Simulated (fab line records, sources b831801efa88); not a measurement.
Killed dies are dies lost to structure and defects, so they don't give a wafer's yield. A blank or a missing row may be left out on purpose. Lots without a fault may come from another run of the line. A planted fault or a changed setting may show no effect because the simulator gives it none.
fab line records | flow sky130
record lots=12 wafers=36 last_day=48
route steps=708 shown GATE_OXIDE@200 LDD_N@245 LDD_P@263 PAD_OPEN@708
lots that met no fault: from a run of the same line without faults
start_h: hours from the record's first day to the start of the lot's first wafer shown | wait_h: hours since the lot's step before | " the same as in the row above | L1.1+2: a row that stands for several wafers | - no value, or no start given | * or withheld: withheld | < > ~ a bound
route shown NAME@n: a module of which the file shows steps, and the number in the route of the first | usual: mean/standard deviation of fault-free wafers | same: alike in all rows | chamber/n: place in a boat | sites: the reading at each site | _std_site: their standard deviation | _edge_site: outer sites' mean less inner sites' | radius_mm: how far each site lies from the wafer's centre | mask NAME#n: copy n | behind: the tool/chamber that last shaped the wafer | hold: why the lot was held/for how many hours/how that ended | device: the transistor (n, p or np) that didn't switch | end of line: the same wafers' tests at the end of the route | a step without rows: its recipe alone | killed: dies lost to structure and defects at the first sort, not the wafer's yield | map: a wafer's dies, x killed, . not, _ none there
set.NAME: the setting as run; set.NAME@STEP: as run at that earlier step | model.NAME: the simulator's own value behind a step, which no gauge read
steps of the route over a sample of lots; a table a step, a row a wafer
services: from which hour (start_h, from the record's first day; less than 0 if before it) a tool's chamber was out of use, for how many hours, and why
## steps
# step SKY_GATE_OXIDE_STRIP_13
# recipe chemistry=O2/N2 power_w=1400 pressure_mtorr=1500 platen_temp_c=withheld o2_flow_sccm=3000 n2_flow_sccm=300 overash_fraction=0.5
# usual drypump_motor_current_A=5.9/0.32 oes_product_au=0.716/0.0045 strip_time_to_endpoint_s=14.19/0.034
# columns lot.wafer tool chamber start_h wait_h drypump_motor_current_A oes_product_au rf_hours_counter_h strip_time_to_endpoint_s
L694.4 plasma_asher-02 0 303.11 0.0 5.6 0.716 - 14.21
L694.5 " 1 " " 6.0 0.717 - 14.16
L694.6 " 0 " " 5.6 0.720 - 14.19
L695.2 plasma_asher-02 1 310.32 0.0 6.0 0.718 58 14.23
L695.5 " 1 " " 6.0 0.724 - 14.20
L695.6 " 0 " " 5.6 0.713 - 14.22
L696.1 plasma_asher-01 1 317.47 0.0 6.5 0.716 20 14.18
L696.5 " 1 " " 6.5 0.705 - 14.21
L696.6 " 0 " " 6.3 0.714 - 14.20
L697.2 plasma_asher-02 0 327.30 0.0 5.6 0.716 60 14.21
L697.4 " 0 " " 5.6 0.716 - 14.18
L697.5 " 0 " " 5.6 0.715 - 14.25
L698.1 plasma_asher-02 1 338.42 0.0 6.0 0.715 61 14.19
L698.3 " 0 " " 5.6 0.718 - 14.19
L698.5 " 0 " " 5.6 0.717 - 14.24
L699.2 plasma_asher-01 1 341.60 0.0 6.5 0.715 23 14.24
L699.3 " 1 " " 6.5 0.718 - 14.22
L699.4 " 0 " " 6.2 0.713 - 14.21
L700.1 plasma_asher-02 0 347.88 0.0 5.6 0.716 62 14.23
L700.5 " 1 " " 6.0 0.720 - 14.22
L700.6 " 0 " " 5.6 0.717 - 14.20
L701.2 plasma_asher-03 0 357.97 0.0 5.5 0.719 56 14.19
L701.4 " 1 " " 5.9 0.720 - 14.20
L701.6 " 0 " " 5.5 0.714 - 14.18
L704.2 plasma_asher-03 0 386.62 0.0 5.5 0.713 59 14.17
L704.4 " 1 " " 5.9 0.712 - 14.14
L704.5 " 1 " " 6.0 0.707 - 14.19
L705.1 plasma_asher-02 1 401.05 0.0 6.0 0.713 67 14.24
L705.3 " 1 " " 6.0 0.713 - 14.22
L705.6 " 0 " " 5.6 0.714 - 14.23
L706.2 plasma_asher-02 0 409.70 0.0 5.6 0.719 68 14.17
L706.3 " 1 " " 6.0 0.716 - 14.15
L706.6 " 1 " " 6.0 0.718 - 14.15
L707.2 plasma_asher-01 1 414.80 0.0 6.5 0.716 30 14.16
L707.3 " 1 " " 6.5 0.714 - 14.20
L707.4 " 0 " " 6.3 0.717 - 14.20
# step SKY_GATE_OXIDE_TW_MEAS_14
# usual GATE_OXIDE_TW=223.9/1.8
# columns lot.wafer tool chamber start_h wait_h GATE_OXIDE_TW
L694.4 film_metro-03 - 303.20 0.1 225.1
L694.5 " - " " 226.3
L694.6 " - " " 224.8
L695.2 film_metro-03 - 310.43 0.1 224.5
L695.5 " - " " 225.2
L695.6 " - " " 224.4
L696.1 film_metro-04 - 317.57 0.1 225.3
L696.5 " - " " 227.2
L696.6 " - " " 227.3
L697.2 film_metro-04 - 327.41 0.1 226.6
L697.4 " - " " 228.4
L697.5 " - " " 225.4
L698.1 film_metro-04 - 338.52 0.1 226.2
L698.3 " - " " 225.7
L698.5 " - " " 224.7
L699.2 film_metro-04 - 341.71 0.1 224.0
L699.3 " - " " 224.9
L699.4 " - " " 224.8
L700.1 film_metro-02 - 347.98 0.1 220.8
L700.5 " - " " 221.2
L700.6 " - " " 220.4
L701.2 film_metro-02 - 358.08 0.1 220.9
L701.4 " - " " 220.2
L701.6 " - " " 221.1
L704.2 film_metro-04 - 386.73 0.1 223.6
L704.4 " - " " 223.9
L704.5 " - " " 224.6
L705.1 film_metro-03 - 401.15 0.1 223.6
L705.3 " - " " 223.8
L705.6 " - " " 224.0
L706.2 film_metro-04 - 409.81 0.1 224.8
L706.3 " - " " 224.4
L706.6 " - " " 224.9
L707.2 film_metro-04 - 414.91 0.1 224.2
L707.3 " - " " 224.7
L707.4 " - " " 224.7
# step SKY_LDD_N_IMPLANT_08
# recipe species=As energy_kev=20 dose_cm2=7.5e+13 tilt_deg=withheld rotation_deg=23
# usual implant_ion_amu=75/0 rotation_deg=22.999/0.02
# columns lot.wafer tool chamber start_h wait_h implant_ion_amu rotation_deg
L694.4 implanter-03 0 391.43 0.1 75 22.981
L694.5 " 0 " " 75 22.998
L694.6 " 0 " " 75 22.993
L695.2 implanter-04 0 403.97 0.0 75 22.986
L695.5 " 0 " " 75 22.994
L695.6 " 0 " " 75 22.991
L696.1 implanter-01 0 409.75 0.0 75 23.014
L696.5 " 0 " " 75 23.042
L696.6 " 0 " " 75 23.015
L697.2 implanter-01 0 422.60 0.0 75 23.007
L697.4 " 0 " " 75 22.994
L697.5 " 0 " " 75 23.011
L698.1 implanter-04 0 432.85 0.0 75 22.977
L698.3 " 0 " " 75 22.991
L698.5 " 0 " " 75 23.019
L699.2 implanter-03 0 436.23 0.0 75 22.972
L699.3 " 0 " " 75 23.035
L699.4 " 0 " " 75 22.997
L700.1 implanter-04 0 444.67 0.0 75 22.960
L700.5 " 0 " " 75 22.987
L700.6 " 0 " " 75 23.015
L701.2 implanter-04 0 455.60 0.0 75 23.021
L701.4 " 0 " " 75 23.002
L701.6 " 0 " " 75 23.015
L704.2 implanter-04 0 486.87 0.0 31 23.016
L704.4 " 0 " " 31 23.068
L704.5 " 0 " " 31 23.018
L705.1 implanter-03 0 504.02 0.0 31 23.025
L705.3 " 0 " " 31 23.011
L705.6 " 0 " " 31 23.011
L706.2 implanter-01 0 508.32 0.0 31 22.973
L706.3 " 0 " " 31 22.976
L706.6 " 0 " " 31 22.979
L707.2 implanter-04 0 513.68 0.0 31 23.003
L707.3 " 0 " " 31 22.956
L707.4 " 0 " " 31 22.992
# step SKY_LDD_N_STRIP_16
# recipe chemistry=O2/N2 power_w=1400 pressure_mtorr=1500 platen_temp_c=withheld o2_flow_sccm=3000 n2_flow_sccm=300 overash_fraction=0.5
# usual drypump_motor_current_A=5.9/0.41 oes_product_au=0.406/0.0042 strip_time_to_endpoint_s=4.314/0.015
# columns lot.wafer tool chamber start_h wait_h drypump_motor_current_A oes_product_au rf_hours_counter_h strip_time_to_endpoint_s
L694.4 plasma_asher-03 1 392.59 0.1 5.9 0.402 - 4.319
L694.5 " 0 " " 5.5 0.401 - 4.300
L694.6 " 1 " " 5.9 0.407 - 4.307
L695.2 plasma_asher-01 1 405.15 0.1 6.5 0.403 29 4.310
L695.5 " 1 " " 6.5 0.403 - 4.303
L695.6 " 0 " " 6.3 0.407 - 4.289
L696.1 plasma_asher-01 1 413.50 0.1 6.5 0.405 30 4.316
L696.5 " 1 " " 6.6 0.399 - 4.334
L696.6 " 0 " " 6.3 0.406 - 4.313
L697.2 plasma_asher-03 1 423.77 0.1 5.9 0.405 63 4.323
L697.4 " 1 " " 5.9 0.416 - 4.336
L697.5 " 1 " " 5.9 0.410 - 4.307
L698.1 plasma_asher-03 1 434.05 0.1 5.9 0.403 64 4.299
L698.3 " 1 " " 5.9 0.410 - 4.321
L698.5 " 0 " " 5.5 0.406 - 4.299
L699.2 plasma_asher-04 1 437.40 0.1 6.0 0.399 1 4.316
L699.3 " 0 " " 5.3 0.404 - 4.321
L699.4 " 1 " " 6.0 0.404 - 4.303
L700.1 plasma_asher-03 1 445.87 0.1 5.9 0.402 65 4.320
L700.5 " 0 " " 5.5 0.402 - 4.302
L700.6 " 1 " " 5.9 0.404 - 4.329
L701.2 plasma_asher-01 1 456.77 0.1 6.5 0.411 34 4.336
L701.4 " 1 " " 6.5 0.410 - 4.329
L701.6 " 0 " " 6.2 0.409 - 4.340
L704.2 plasma_asher-03 0 488.05 0.1 5.5 0.408 69 4.228
L704.4 " 0 " " 5.5 0.408 - 4.227
L704.5 " 0 " " 5.5 0.405 - 4.236
L705.1 plasma_asher-03 1 505.22 0.1 5.9 0.405 71 4.220
L705.3 " 0 " " 5.6 0.411 - 4.199
L705.6 " 0 " " 5.5 0.401 - 4.210
L706.2 plasma_asher-01 1 509.50 0.1 6.5 0.404 40 4.232
L706.3 " 1 " " 6.5 0.405 - 4.225
L706.6 " 1 " " 6.5 0.409 - 4.234
L707.2 plasma_asher-04 1 514.85 0.1 6.0 0.405 9 4.225
L707.3 " 1 " " 6.0 0.405 - 4.218
L707.4 " 0 " " 5.3 0.412 - 4.210
# step SKY_LDD_P_OVL_MEAS_08
# usual LDD_P_OVL=0.3/1.3
# columns lot.wafer tool chamber start_h wait_h LDD_P_OVL[nm]
L694.4 overlay-02 - 422.37 0.1 1.8
L694.5 " - " " 2.1
L694.6 " - " " 2.6
L695.2 overlay-01 - 435.51 0.1 -0.3
L695.5 " - " " 1.2
L695.6 " - " " 0.0
L696.1 overlay-02 - 443.85 0.1 -3.4
L696.5 " - " " -1.9
L696.6 " - " " -1.5
L697.2 overlay-01 - 455.36 0.1 1.3
L697.4 " - " " 1.9
L697.5 " - " " 1.6
L698.1 overlay-02 - 465.39 0.1 0.2
L698.3 " - " " 2.2
L698.5 " - " " 1.8
L699.2 overlay-02 - 468.84 0.1 2.2
L699.3 " - " " 1.0
L699.4 " - " " 1.6
L700.1 overlay-02 - 476.60 0.1 0.2
L700.5 " - " " 0.7
L700.6 " - " " 2.8
L701.2 overlay-01 - 487.86 0.1 -1.3
L701.4 " - " " -0.2
L701.6 " - " " -2.0
L704.2 overlay-01 - 519.24 0.1 -0.5
L704.4 " - " " -0.4
L704.5 " - " " 1.6
L705.1 overlay-02 - 536.03 0.1 0.2
L705.3 " - " " -1.0
L705.6 " - " " 0.9
L706.2 overlay-01 - 539.39 0.1 0.5
L706.3 " - " " -0.5
L706.6 " - " " 0.7
L707.2 overlay-01 - 545.21 0.1 -0.9
L707.3 " - " " 0.2
L707.4 " - " " -0.6
# step SKY_PAD_OPEN_PROBE_99
# usual killed_at_M0_to_M3=42/6.6 killed_at_M4_up=3.1/1.9 killed_at_contacts=25/5.7 killed_at_front_end=16/5 killed_at_other=0.2/0.38 killed_dies=86/9.6 killed_open=47/7.2 killed_short=39/6.2
# same gross_dies=492 killed_at_back_side=0
# columns lot.wafer tool chamber start_h wait_h killed_at_M0_to_M3 killed_at_M4_up killed_at_contacts killed_at_front_end killed_at_other killed_dies killed_open killed_short
L700.1 prober-01 - 1105.50 0.1 46 2 19 10 0 77 42 35
L700.5 prober-01 - 1105.70 0.2 40 8 20 16 0 84 34 50
L700.6 prober-01 - 1105.75 0.2 38 2 31 14 0 85 47 38
# killed by level:class
L700.1 VIA1:geometric_particle:open=14 CONTACT:geometric_particle:open=10 METAL2:geometric_particle:short=7 VIA2:geometric_particle:open=6 LI_CONTACT:geometric_particle:open=5 VIA1:geometric_particle:short=5 METAL1:geometric_particle:short=5 FIELD_ISO:geometric_particle:short=4
L700.5 FIELD_ISO:geometric_particle:short=7 CONTACT:geometric_particle:open=7 METAL1:geometric_particle:short=7 VIA1:geometric_particle:short=6 VIA1:geometric_particle:open=6 METAL2:geometric_particle:short=6 CONTACT:geometric_particle:short=5 VIA3:geometric_particle:open=5
L700.6 LI_CONTACT:geometric_particle:open=11 VIA3:geometric_particle:open=10 CONTACT:geometric_particle:short=8 METAL1:geometric_particle:short=6 VIA1:geometric_particle:open=6 METAL2:geometric_particle:short=5 VIA2:geometric_particle:open=5 LOCAL_INTERCONNECT:geometric_particle:short=4
## services
# columns tool chamber start_h hours kind
implanter-03 - 298.83 1.5 repair
implanter-03 - 310.86 6.0 repair
implanter-03 - 323.88 1.1 repair
implanter-03 - 326.32 4.5 repair
implanter-04 - 350.07 4.0 repair
implanter-01 - 378.60 3.9 pm
implanter-04 - 380.70 0.7 repair
plasma_asher-04 - 388.27 2.8 repair
implanter-03 - 392.55 20.5 pm
plasma_asher-04 - 409.57 0.5 repair
plasma_asher-04 - 421.25 9.0 pm
plasma_asher-04 0 421.25 9.0 vent_cycle
plasma_asher-04 1 421.25 9.0 vent_cycle
implanter-01 - 425.02 2.9 pm
plasma_asher-04 0 430.25 - clean
plasma_asher-04 1 430.25 - clean
implanter-03 - 479.03 4.3 repair
implanter-01 - 496.19 3.5 repair
plasma_asher-02 - 497.32 14.6 pm
## key
first_sign step=SKY_LDD_N_IMPLANT_08 reading=implant_ion_amu direction=down sigmas=99+ usual=75 struck=31
effect step=SKY_LDD_N_STRIP_16 reading=strip_time_to_endpoint_s direction=down sigmas=6.2 usual=* struck=*
met_at SKY_LDD_N_IMPLANT_08
struck_lots L704,L705,L706,L707
tester_left_out L704,L705,L706,L707
not_acting_at SKY_GATE_OXIDE_STRIP_13,SKY_GATE_OXIDE_TW_MEAS_14,SKY_LDD_P_OVL_MEAS_08
onset_between 455.60 486.87
fault kind=wrong_recipe_download tool=implanter-01,implanter-03,implanter-04 chamber=- onset_h=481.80 steps=SKY_LDD_N_IMPLANT_08 wrong_recipe.not_listed=1
# tester_left_out: of these lots the tester's yield and bins aren't shown, on N5 and GAA mostly nor the transistor test; their killed dies are dies lost to structure and defects alone, not to doping, threshold or leakage, so they don't give the yield
